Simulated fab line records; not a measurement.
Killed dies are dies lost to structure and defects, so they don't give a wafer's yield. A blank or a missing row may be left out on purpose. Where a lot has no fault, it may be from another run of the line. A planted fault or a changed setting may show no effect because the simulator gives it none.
Which tool did it? ; flow sfqLine ; 15 lots with 43 wafers sampled at 6 steps, on a route of 325 steps

## WHAT THE GAUGES SHOWED, per wafer
SFQ_I1_OVL_MEAS_913.
lot;measured;on;I1_OVL (nm)
L327;day 17 18:44;overlay-02;5 6 2
L328;day 17 19:56;overlay-02;-1 -3 -3
L329;day 18 03:08;overlay-02;-1 2 1
L330;day 18 07:57;overlay-01;6 6 5
L332;day 19 02:42;overlay-01;-8 -9 -1
L333;day 19 11:05;overlay-02;2 -4 2
L334;day 19 18:17;overlay-02;-1 0 -9
L335;day 19 20:41;overlay-01;11 3 12
L341;day 22 11:34;overlay-01;-12 -14
L342;day 23 15:36;overlay-01;2 -4 3
L344;day 24 07:13;overlay-01;4 -1
L345;day 24 14:24;overlay-01;-1 -1 4
L347;day 25 06:47;overlay-02;-3 -6 -6
L348;day 25 20:45;overlay-01;1 -7 -8
L349;day 26 05:10;overlay-01;-8 3 -5

## EACH LOT AND THE TOOL THAT RAN IT (in order: tool; ch and the chambers of the sampled wafers; start)
lot;SFQ_TRILAYER_M0_STRIP_STRIP_025;SFQ_TRILAYER_I0_CMP_CMP_028;SFQ_TRILAYER_I0_METRO_MEASURE_029;SFQ_TRILAYER_I0_VIA_ETCH_VIA_ETCH_034;SFQ_TRILAYER_M1_DEP_SPUTTER_037
L327;rieMetal-02 ch 0,1, day 6 10:20;cmp-02 ch 0,3, day 6 16:29;filmMetro-04, day 6 19:19;rieDiel-03 ch 0,3, day 9 23:43;pvdSputter-04, day 10 00:38
L328;rieMetal-03 ch 1, day 6 11:55;cmp-01 ch 1,2, day 6 18:36;filmMetro-03, day 6 21:25;rieDiel-02 ch 1,2,3, day 10 00:55;pvdSputter-05, day 10 02:26
L329;rieMetal-04 ch 0,1, day 6 15:08;cmp-02 ch 0,1,3, day 6 21:59;filmMetro-02, day 7 01:07;rieDiel-03 ch 1,3, day 10 04:31;pvdSputter-04, day 10 06:02
L330;rieMetal-04 ch 0,1, day 6 20:08;cmp-02 ch 0,1,2, day 7 04:29;filmMetro-02, day 7 07:31;rieDiel-01 ch 2,3, day 10 08:07;pvdSputter-04, day 10 09:02
L332;rieMetal-03 ch 0,1, day 7 00:56;cmp-01 ch 0,1, day 7 11:10;filmMetro-04, day 7 14:53;rieDiel-03 ch 1,2, day 10 18:10;pvdSputter-05, day 10 19:05
L333;rieMetal-03 ch 0,1, day 7 04:20;cmp-01 ch 0,2,3, day 7 17:10;filmMetro-04, day 7 20:17;rieDiel-02 ch 1,2,3, day 11 01:22;pvdSputter-05, day 11 02:17
L334;rieMetal-04 ch 1, day 7 07:56;cmp-02 ch 1,2,3, day 7 23:28;filmMetro-04, day 8 01:47;rieDiel-01 ch 1,2, day 11 06:10;pvdSputter-05, day 11 07:05
L335;rieMetal-02 ch 0,1, day 7 12:44;cmp-01 ch 0,1,3, day 8 03:10;filmMetro-02, day 8 05:29;rieDiel-01 ch 0,1, day 11 09:46;pvdSputter-04, day 11 10:41
L341;rieMetal-02 ch 1, day 9 02:06;cmp-01 ch 1, day 9 17:10;filmMetro-03, day 9 20:41;rieDiel-02 ch 2,3, day 13 00:55;pvdSputter-04, day 13 02:00
L342;rieMetal-03 ch 0,1, day 9 16:38;cmp-02 ch 0,3, day 10 03:19;filmMetro-03, day 10 06:26;rieDiel-01 ch 0,3, day 13 16:37;pvdSputter-03, day 13 18:08
L344;rieMetal-02 ch 0, day 10 01:14;cmp-01 ch 0,1, day 10 11:10;filmMetro-02, day 10 14:53;rieDiel-02 ch 0,2, day 14 04:31;pvdSputter-05, day 14 05:26
L345;rieMetal-03 ch 0,1, day 10 05:50;cmp-01 ch 0,2,3, day 10 15:10;filmMetro-04, day 10 17:17;rieDiel-01 ch 1,3, day 14 08:07;pvdSputter-05, day 14 09:02
L347;rieMetal-02 ch 0, day 10 10:38;cmp-02 ch 1,2,3, day 10 22:19;filmMetro-02, day 11 01:26;rieDiel-02 ch 0,3, day 14 16:31;pvdSputter-04, day 14 17:26
L348;rieMetal-02 ch 0,1, day 10 21:26;cmp-02 ch 1,2,3, day 11 07:19;filmMetro-04, day 11 10:38;rieDiel-01 ch 0,2, day 15 02:07;pvdSputter-04, day 15 03:12
L349;rieMetal-03 ch 0,1, day 11 04:50;cmp-02 ch 0,2, day 11 13:49;filmMetro-04, day 11 16:50;rieDiel-01 ch 1,3, day 15 10:37;pvdSputter-04, day 15 11:32
- SFQ_TRILAYER_M0_STRIP_STRIP_025: strips in O2.
- SFQ_TRILAYER_I0_CMP_CMP_028: polishes SiO2.
- SFQ_TRILAYER_I0_METRO_MEASURE_029
- SFQ_TRILAYER_I0_VIA_ETCH_VIA_ETCH_034: etches SiO2 in CHF3, stops on Nb, target depth 260 nm.
- SFQ_TRILAYER_M1_DEP_SPUTTER_037: material Nb, target thk 200 nm, time 133.3 s.

## WHAT THE TOOLS THEMSELVES READ (means of the sampled wafers that have a number; where no wafer has one, the mark that the record gives instead)
SFQ_TRILAYER_M0_STRIP_STRIP_025.
lot;tool;drypumpMotorCurrentA (A);oesProductAu (a.u.)
L327;rieMetal-02;5.74;0.994
L328;rieMetal-03;5.75;0.992
L329;rieMetal-04;5.92;0.999
L330;rieMetal-04;6.03;0.997
L332;rieMetal-03;5.81;0.993
L333;rieMetal-03;5.81;0.994
L334;rieMetal-04;6.17;0.992
L335;rieMetal-02;6.02;0.991
L341;rieMetal-02;6.29;1.010
L342;rieMetal-03;5.79;0.997
L344;rieMetal-02;5.47;0.988
L345;rieMetal-03;5.87;1.003
L347;rieMetal-02;5.46;0.983
L348;rieMetal-02;6.01;0.997
L349;rieMetal-03;5.86;0.995

SFQ_TRILAYER_I0_CMP_CMP_028.
lot;tool;motorCurrentA (A);timeToEndpointS (s)
L327;cmp-02;10.9;216
L328;cmp-01;10.3;217
L329;cmp-02;10.4;218
L330;cmp-02;9.6;216
L332;cmp-01;10.2;223
L333;cmp-01;10.1;215
L334;cmp-02;9.6;200
L335;cmp-01;10.3;223
L341;cmp-01;11.5;206
L342;cmp-02;10.6;202
L344;cmp-01;10.4;220
L345;cmp-01;9.9;212
L347;cmp-02;9.6;210
L348;cmp-02;9.7;210
L349;cmp-02;9.8;215

SFQ_TRILAYER_I0_METRO_MEASURE_029.
lot;tool;thkNm (nm)
L327;filmMetro-04;200.4
L328;filmMetro-03;199.4
L329;filmMetro-02;200.1
L330;filmMetro-02;200.2
L332;filmMetro-04;201.0
L333;filmMetro-04;200.1
L334;filmMetro-04;199.1
L335;filmMetro-02;199.9
L341;filmMetro-03;215.3
L342;filmMetro-03;199.5
L344;filmMetro-02;208.8
L345;filmMetro-04;205.1
L347;filmMetro-02;199.6
L348;filmMetro-04;199.2
L349;filmMetro-04;200.7

SFQ_TRILAYER_I0_VIA_ETCH_VIA_ETCH_034.
lot;tool;drypumpMotorCurrentA (A);oesProductAu (a.u.)
L327;rieDiel-03;5.4;0.857
L328;rieDiel-02;5.8;0.854
L329;rieDiel-03;6.2;0.852
L330;rieDiel-01;6.2;0.856
L332;rieDiel-03;6.1;0.856
L333;rieDiel-02;5.8;0.859
L334;rieDiel-01;5.7;0.852
L335;rieDiel-01;5.5;0.855
L341;rieDiel-02;5.8;0.893
L342;rieDiel-01;6.0;0.854
L344;rieDiel-02;5.8;0.873
L345;rieDiel-01;6.2;0.863
L347;rieDiel-02;5.6;0.852
L348;rieDiel-01;5.7;0.854
L349;rieDiel-01;6.3;0.859

SFQ_TRILAYER_M1_DEP_SPUTTER_037.
lot;tool;throttleValvePct (%)
L327;pvdSputter-04;29.9
L328;pvdSputter-05;30.1
L329;pvdSputter-04;30.5
L330;pvdSputter-04;31.0
L332;pvdSputter-05;30.4
L333;pvdSputter-05;30.7
L334;pvdSputter-05;30.0
L335;pvdSputter-04;31.2
L341;pvdSputter-04;30.1
L342;pvdSputter-03;29.5
L344;pvdSputter-05;30.6
L345;pvdSputter-05;30.1
L347;pvdSputter-04;30.3
L348;pvdSputter-04;31.1
L349;pvdSputter-04;31.2

## THE ANSWER, worked out from the rows above alone
Rule: the lots themselves supply what counts as usual. Put in order of their means at a reading, lots are off if they are a third of the lots or fewer, leave a main group of 4 or more, and stand apart from it by a gap of 3 or more times the standard deviation of the main group's means; of several such gaps the widest counts. Not used: any main group whose means are identical at the precision the tables above print for the reading. A lot without any number at a reading at which 4 lots or more have one is off too. Where the step has rows for the other lots, those lots are counted as sound. The gauges are gone through in route order, then the tools' own readings, and for those a lot's mean is taken as printed above. The first step at which some lot is off is used, and at that step the reading that is off furthest; a lot without a number counts as furthest.
Off: L341, L344, L345 (SFQ_TRILAYER_I0_METRO_MEASURE_029, thkNm). Mean 199.9 nm and standard deviation 0.57 in the main group.
If a tool, at that step or one of the process steps before it, ran each lot that is off and ran no sound lot following the first of them, it fits. One fits: cmp-01 at SFQ_TRILAYER_I0_CMP_CMP_028. Its last sound lot is L335 (day 8 03:10), its first lot that is off L341 (day 9 17:10): a fault that began between those two fits.

## WHAT THE SIMULATOR PUT IN
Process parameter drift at SFQ_TRILAYER_I0_CMP_CMP_028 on cmp-01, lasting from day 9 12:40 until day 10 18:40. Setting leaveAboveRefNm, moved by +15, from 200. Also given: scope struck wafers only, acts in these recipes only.
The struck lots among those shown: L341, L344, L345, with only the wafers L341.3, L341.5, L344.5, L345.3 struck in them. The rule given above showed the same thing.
